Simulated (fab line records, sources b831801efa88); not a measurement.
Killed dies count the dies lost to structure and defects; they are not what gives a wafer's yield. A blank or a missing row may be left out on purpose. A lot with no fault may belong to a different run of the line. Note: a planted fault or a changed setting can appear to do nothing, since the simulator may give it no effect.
Comparing a struck lot with a sound one || flow sky130 || 15 steps out of a route of 708
Sound: the wafers L607.1, L607.2, L607.3. Wafers L617.3, L617.4, L617.6 were the ones struck. The cause is named last.
Each step with rows lists, per side, the tool, then ch with its chambers, then its first start. Under that, the readings that differ: sound wafers || struck wafers || difference of the means || sigmas: that difference in standard deviations of wafers without a fault.
alike: readings with means less than 2 such deviations apart, plus words and numbers identical on both sides. not compared: withheld readings, readings lacking a value on some wafer, bounds such as >300 that could conceal the same value, and numbers that have no deviation in the record and whose values overlap.
Wherever a step has rows on one side only, a row that says differs or no value, or a row with sigmas, the two part there. Numbers that have no deviation but don't overlap get no sigmas and don't part them. Lack of a reading on every wafer of one side parts them only where that side has two or more wafers.

SKY_VT_ADJUST_HVTR_OVL_MEAS_08:
  sound: overlay-01 at day 10 18:19; struck: overlay-02 at day 14 03:11
  alike: VT_ADJUST_HVTR_OVL
following that, these wafers have no rows for 1 step: SKY_VT_ADJUST_HVTR_IMPLANT_09.
SKY_VT_ADJUST_HVTR_STRIP_10: strips in O2/N2.
  sound on plasma asher-01 ch 0,1, day 10 18:31; struck on plasma asher-01 ch 0,1, day 14 03:23
  alike: drypump motor current A, oes product au, strip time to endpoint s
  not compared: rf hours counter h
SKY_VT_ADJUST_HVTR_TW_MEAS_11:
  sound: film metro-04 at day 10 18:37; struck: film metro-01 at day 14 03:28
  alike: VT_ADJUST_HVTR_TW
then, 7 steps without rows for these wafers: SKY_VT_ADJUST_PCH_DEHYDRATE_00 (time 60 s); SKY_VT_ADJUST_PCH_HMDS_01 (prime time 60 s); SKY_VT_ADJUST_PCH_COAT_02 (resist thk 3000 nm); SKY_VT_ADJUST_PCH_SOFTBAKE_03; SKY_VT_ADJUST_PCH_EXPOSE_04 (exposes mask NWM, target cd 840 nm); SKY_VT_ADJUST_PCH_PEB_05; SKY_VT_ADJUST_PCH_DEVELOP_06 (develop time 60 s).
SKY_VT_ADJUST_PCH_OVL_MEAS_07:
  sound: overlay-02 at day 11 19:56; struck: overlay-02 at day 15 06:49
  alike: VT_ADJUST_PCH_OVL
SKY_VT_ADJUST_PCH_IMPLANT_08:
  struck on implanter-01, day 15 06:53; sound on implanter-04 ch 0, day 11 20:11
  no value came back on the struck wafers for beam energy keV, beam on s (s), end station pressure torr (Torr); on the sound wafers beam energy keV reads 10.003 10.007 10.005
SKY_VT_ADJUST_PCH_STRIP_09: strips in O2/N2.
  sound on plasma asher-02 ch 0,1, day 11 20:20; struck on plasma asher-02 ch 0,1, day 15 07:01
  alike: drypump motor current A, oes product au, strip time to endpoint s
  not compared: rf hours counter h
SKY_VT_ADJUST_PCH_TW_MEAS_10:
  sound: film metro-04 at day 11 20:26; struck: film metro-02 at day 15 07:06
{"reading": "VT_ADJUST_PCH_TW", "sound": "142.2 142.8 142.5", "struck": "30.3 30.2 30.1", "difference": -112.3, "sigmas": "-99 or more"}

## WHERE THEY PART
Last at SKY_VT_ADJUST_PCH_TW_MEAS_10 as far as this record goes, first at SKY_VT_ADJUST_PCH_IMPLANT_08.

WHY: what the simulator had put in
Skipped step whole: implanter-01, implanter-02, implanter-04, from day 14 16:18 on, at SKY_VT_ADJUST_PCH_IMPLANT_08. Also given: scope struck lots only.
